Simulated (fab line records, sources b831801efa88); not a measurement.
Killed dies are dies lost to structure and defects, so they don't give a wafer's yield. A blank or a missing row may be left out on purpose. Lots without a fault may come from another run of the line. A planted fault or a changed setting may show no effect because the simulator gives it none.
fab line records | flow sky130
record lots=13 wafers=39 last_day=50
route steps=708 shown SD_N@346
lots that met no fault: from a run of the same line without faults
start_h: hours from the record's first day to the start of the lot's first wafer shown | wait_h: hours since the lot's step before | " the same as in the row above | L1.1+2: a row that stands for several wafers | - no value, or no start given | * or withheld: withheld | < > ~ a bound
route shown NAME@n: a module of which the file shows steps, and the number in the route of the first | usual: mean/standard deviation of fault-free wafers | same: alike in all rows | chamber/n: place in a boat | sites: the reading at each site | _std_site: their standard deviation | _edge_site: outer sites' mean less inner sites' | radius_mm: how far each site lies from the wafer's centre | mask NAME#n: copy n | behind: the tool/chamber that last shaped the wafer | hold: why the lot was held/for how many hours/how that ended | device: the transistor (n, p or np) that didn't switch | end of line: the same wafers' tests at the end of the route | a step without rows: its recipe alone | killed: dies lost to structure and defects at the first sort, not the wafer's yield | map: a wafer's dies, x killed, . not, _ none there
set.NAME: the setting as run; set.NAME@STEP: as run at that earlier step | model.NAME: the simulator's own value behind a step, which no gauge read
steps of the route over a sample of lots; a table a step, a row a wafer
services: from which hour (start_h, from the record's first day; less than 0 if before it) a tool's chamber was out of use, for how many hours, and why
## steps
# step SKY_SD_N_EXPOSE_04
# recipe mask_id=NSDM na=0.6 source_shape=conventional sigma_outer=0.6 polarization=unpolarized target_cd_nm=380 dose_mj=141
# same sigma_outer=0.6
# columns lot.wafer tool chamber start_h wait_h mask
L334.3+4+5 iline_stepper-02 0 622.61 - NSDM#0
L335.1+4+6 iline_stepper-01 0 635.36 - NSDM#0
L336.1+4+5 iline_stepper-02 0 647.11 - NSDM#0
L337.1+3+6 iline_stepper-02 0 658.08 - NSDM#0
L339.2+3+4 iline_stepper-01 0 677.48 - NSDM#0
L340.2+4+6 iline_stepper-02 0 688.29 - NSDM#0
L341.3+4+5 iline_stepper-02 0 697.36 - NSDM#0
L342.2+4+5 iline_stepper-01 0 703.99 - NSDM#0
L345.2+3+6 iline_stepper-02 0 722.51 - NSDM#0
L347.2+5+6 iline_stepper-02 0 743.75 - NSDM#0
L348.2+4+6 iline_stepper-02 0 751.31 - NSDM_R1#0
L351.1+3+4 iline_stepper-02 0 774.96 - NSDM#0
L354.1+2+3 iline_stepper-01 0 796.63 - NSDM#0
# step SKY_SD_N_CD_MEAS_07
# recipe target_cd_nm=380
# usual cd_nm=379.8/2.8
# columns lot.wafer tool chamber start_h wait_h hold cd_nm
L334.3 cd_sem-01 - 636.83 0.1 - 375.6
L334.4 " - " " - 377.5
L334.5 " - " " - 374.1
L335.1 cd_sem-02 - 649.88 0.1 - 379.3
L335.4 " - " " - 382.3
L335.6 " - " " - 380.0
L336.1 cd_sem-01 - 660.84 0.1 - 380.7
L336.4 " - " " - 380.2
L336.5 " - " " - 377.8
L337.1 cd_sem-01 - 672.03 0.1 - 377.1
L337.3 " - " " - 378.7
L337.6 " - " " - 377.4
L339.2 cd_sem-01 - 690.56 0.1 - 384.4
L339.3 " - " " - 385.1
L339.4 " - " " - 381.3
L340.2 cd_sem-01 - 702.40 0.1 - 379.1
L340.4 " - " " - 378.8
L340.6 " - " " - 378.4
L341.3 cd_sem-01 - 711.38 0.1 - 384.7
L341.4 " - " " - 384.0
L341.5 " - " " - 383.6
L342.2 cd_sem-02 - 717.41 0.1 - 384.5
L342.4 " - " " - 384.1
L342.5 " - " " - 383.4
L345.2 cd_sem-02 - 735.76 0.1 - 376.0
L345.3 " - " " - 374.1
L345.6 " - " " - 376.7
L347.2 cd_sem-02 - 757.36 0.1 - 380.9
L347.5 " - " " - 378.4
L347.6 " - " " - 380.3
L348.2 cd_sem-01 - 765.11 0.1 await_dispo/0.2h/release 333.3
L348.4 " - " " await_dispo/0.2h/release 335.9
L348.6 " - " " await_dispo/0.2h/release 334.5
L348.2 cd_sem-01 - 765.40 0.3 - 333.6
L348.4 " - " " - 335.6
L348.6 " - " " - 334.9
L351.1 cd_sem-01 - 788.78 0.1 - 379.5
L351.3 " - " " - 381.2
L351.4 " - " " - 378.3
L354.1 cd_sem-02 - 809.19 0.1 - 379.9
L354.2 " - " " - 380.7
L354.3 " - " " - 378.2
## services
# columns tool chamber start_h hours kind
iline_stepper-01 0 600.79 - calibration
iline_stepper-02 - 653.24 4.6 repair
iline_stepper-01 - 655.32 4.9 repair
iline_stepper-02 0 713.55 - calibration
iline_stepper-01 - 727.36 28.8 repair
iline_stepper-01 - 756.13 1.7 pm
## key
first_sign step=SKY_SD_N_EXPOSE_04 reading=mask direction=changed
effect step=SKY_SD_N_CD_MEAS_07 reading=visit direction=added
effect step=SKY_SD_N_CD_MEAS_07 reading=cd_nm direction=down sigmas=16 usual=379.8 struck=334.6
met_at SKY_SD_N_EXPOSE_04
struck_lots L348
tester_left_out L348
onset_between 743.75 751.31
fault kind=wrong_mask tool=any chamber=- onset_h=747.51 steps=SKY_SD_N_EXPOSE_04 aux_copy=NSDM_R1#0 cd_offset_nm=-46 scope=struck_lots_only
# tester_left_out: of these lots the tester's yield and bins aren't shown, on N5 and GAA mostly nor the transistor test; their killed dies are dies lost to structure and defects alone, not to doping, threshold or leakage, so they don't give the yield
